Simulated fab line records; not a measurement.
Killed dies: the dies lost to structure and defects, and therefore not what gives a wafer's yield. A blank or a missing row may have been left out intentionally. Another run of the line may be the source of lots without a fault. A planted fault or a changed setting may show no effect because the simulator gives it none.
8D (eight disciplines) problem report, filled in by code	flow gf180mcu	the parts of the form that need people (team, actions taken, sign-off) are left out

1. THE PROBLEM
Wafers with no fault read 131.2 s with a standard deviation of 0.38, whereas run_length_s at GF_STI_ETCH_14 reads a mean of 136.8 s on 1 wafer of 1 lot. Measured from the usual mean, that is +15 standard deviations.
The step: etches Si in HBr/Cl2/O2, target depth 360 nm, time 102.9 s.
First observed at day 6 00:19: wafer L400.4, on rie_si-02. Wafers with a number at this step in the record: 38, from 13 lots. The rule behind "out" and "out of limits": a value lying over 4 standard deviations away from the usual mean. The other wafers with a number count as sound.

2. WHAT IT IS AND WHAT IT IS NOT
question	is	is not
which readings at this step	run_length_s	drypump_motor_current_A, oes_product_au, throttle_valve_pct
which lots	L400	L382, L383, L384, L385, L386, L387, L388, L389, L390, L391, L392, L393
which wafers of those lots	L400.4	L400.6
read on which tools	rie_si-02	rie_si-01
when	from day 6 00:19	up to then (37 sound wafers)

3. WHAT RULES OUT EACH SUSPECT
Counting: a tool at a process step up to the reading stays a suspect if it ran every lot that is out. Sound lots after the first of them don't rule it out here, since some wafers of a struck lot are sound.
- rie_si-02 at GF_STI_ETCH_14 (etches Si in HBr/Cl2/O2, target depth 360 nm, time 102.9 s): kept. It processed L400, the lot that is out, at day 6 00:19, and its most recent sound lot before then was L393 at day 4 10:14. Out on those wafers are its own readings of run_length_s.
- The sound lot-mates ran in chamber 2 of rie_si-02 at GF_STI_ETCH_14, but the wafers that are out ran in chamber 0.
Remaining after the count: rie_si-02 at GF_STI_ETCH_14.

4. THE CAUSE (what the simulator had put in)
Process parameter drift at GF_STI_ETCH_14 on rie_si-02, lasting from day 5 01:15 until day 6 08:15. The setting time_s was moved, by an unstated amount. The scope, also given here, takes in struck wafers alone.
This tool alone remained once counting was done.

5. THE EFFECT CHAIN, in route order
Each row: a reading where the mean over the struck wafers with a number is more than 3 standard deviations away from the usual. Readings are gone through only where the record gives a usual standard deviation; hours: the median, over the lots, of the time from a lot's start at the first step in this table giving one to that lot's start at this step; sigmas: the change measured in usual standard deviations.
hours	step	reading	usual	on struck wafers	change	sigmas
0	GF_STI_ETCH_14	run_length_s	131.2 s	136.8	+5.6	+15
The process steps in it:
- GF_STI_ETCH_14: etches Si in HBr/Cl2/O2, target depth 360 nm, time 102.9 s.
Later steps that measure or inspect, where all struck wafers having a row at the step show a number for every such reading and not one has moved that far: GF_M2_THK_MEAS_06.

6. WHAT WOULD HAVE CAUGHT IT SOONER
In this record no reading fell out of limits until day 6 00:19, 23 hours after the fault had begun at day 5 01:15.
